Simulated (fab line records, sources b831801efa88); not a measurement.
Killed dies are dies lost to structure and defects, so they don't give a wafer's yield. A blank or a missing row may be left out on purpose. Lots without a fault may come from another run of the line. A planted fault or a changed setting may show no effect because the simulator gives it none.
Which tool did it? | flow sky130 | 12 lots, 34 wafers sampled, at 1 step of a route of 708

WHAT THE GAUGES READ, wafer by wafer
SKY_LDD_LDN_OVL_MEAS_07.
lot  | measured     | on         | LDD_LDN_OVL (nm)
L584 | day 22 13:11 | overlay-01 | 1.7 2.4 1.9
L585 | day 23 12:21 | overlay-02 | 0.1 -1.2 -1.4
L586 | day 24 16:30 | overlay-02 | -1.7 -1.2 -0.9
L588 | day 25 03:04 | overlay-02 | -0.7 -1.9 -0.2
L587 | day 25 04:52 | overlay-02 | 0.4 1.8
L590 | day 25 21:24 | overlay-02 | -0.2 2.0 0.8
L591 | day 25 22:14 | overlay-01 | 0.9 1.3
L593 | day 26 08:02 | overlay-02 | 2.0 0.2 0.4
L603 | day 29 15:17 | overlay-02 | -2.2 -0.6 -1.2
L604 | day 29 22:43 | overlay-01 | -1.6 -1.5 -1.8
L606 | day 30 01:07 | overlay-01 | 0.7 0.9 0.0
L607 | day 30 04:07 | overlay-01 | -0.2 1.3 1.1

WHICH TOOL RAN EACH LOT (tool, then ch and the chambers of the sampled wafers, then the start)
The record holds no process step before these readings.

WHAT THE TOOLS THEMSELVES READ (means of the sampled wafers that have a number; where no wafer has one, the mark that the record gives instead)
The record holds no such reading with a usual standard deviation.

THE ANSWER, worked out from the rows above alone
Rule: what is usual is taken from the lots themselves. Put in order of their means at a reading, lots are off if they are a third of the lots or fewer, leave a main group of 4 or more, and stand apart from it by a gap of 3 or more times the standard deviation of the main group's means; of several such gaps the widest counts. A main group whose means are all the same, to the digits that the tables above print for the reading, isn't used. A lot without any number at a reading at which 4 lots or more have one is off too. The other lots that the step has rows for count as sound. The gauges are gone through in route order, then the tools' own readings, and for those a lot's mean is taken as printed above. The first step at which some lot is off is used, and at that step the reading that is off furthest; a lot without a number counts as furthest.
No lot is off at any reading shown: from this, nothing can be told.

WHAT THE SIMULATOR HAD PUT IN
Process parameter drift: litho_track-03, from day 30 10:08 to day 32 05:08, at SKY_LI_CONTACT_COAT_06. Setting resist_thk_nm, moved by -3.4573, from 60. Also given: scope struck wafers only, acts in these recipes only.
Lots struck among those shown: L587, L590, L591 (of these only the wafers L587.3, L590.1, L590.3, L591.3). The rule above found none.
